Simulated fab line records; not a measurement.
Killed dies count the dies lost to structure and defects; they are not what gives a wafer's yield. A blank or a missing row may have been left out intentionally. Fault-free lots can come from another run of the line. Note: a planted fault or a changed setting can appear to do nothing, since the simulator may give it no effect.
Chamber matching    flow gf180mcu    4 sister chambers for GF_STI_ETCH_14 on rie_si-02
The step etches Si in HBr/Cl2/O2, target depth 360 nm, time 102.9 s. 8 wafers are shown with their chamber, then 7 later ones without.

## WAFERS, EACH WITH ITS CHAMBER
wafer   chamber  oes_product_au (a.u.)  throttle_valve_pct (%)
L225.4  1        0.985                  25.677
L233.1  2        1.011                  25.640
L233.3  1        0.990                  25.662
L233.6  2        1.005                  25.655
L240.2  3        0.989                  25.663
L240.6  0        1.002                  25.665
L242.2  0        0.989                  25.672
L242.3  3        0.982                  25.664

## WAFERS WITH NO CHAMBER GIVEN
wafer   oes_product_au (a.u.)  throttle_valve_pct (%)
L242.5  0.992                  25.672
L243.1  1.024                  25.649
L243.3  0.993                  25.661
L243.4  1.001                  25.651
L244.2  1.001                  25.656
L244.4  1.013                  25.655
L244.6  0.993                  25.659

## WHICH CHAMBER EACH ONE RAN IN
wafer   from the rows above                in truth
L242.5  can't be placed: 0 or 1 or 3       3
L243.1  2                                  2
L243.3  can't be placed: 0 or 3 or 1       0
L243.4  can't be placed: 2 or 0 or 3       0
L244.2  can't be placed: 2 or 0 or 3 or 1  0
L244.4  2                                  2
L244.6  can't be placed: 0 or 3 or 1 or 2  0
Correct placement for 2 of the 7. Unplaceable from these rows: 5, with the true chamber sitting among the candidates in 5. Placed wrongly: 0.
How it was worked out, from the rows above alone: a wafer's distance from a chamber is the root of the sum, over the readings, of the square of ((its reading less the chamber's mean) divided by the reading's scatter). If the next closest chamber is less than 2 further off than the closest, the wafer can't be placed; otherwise it belongs to the closest. Each chamber's mean is taken over the wafers shown for it. The scatter: take each reading less its chamber's mean, square it, sum over the shown wafers, divide by the number of wafers less the number of chambers, and take the root.
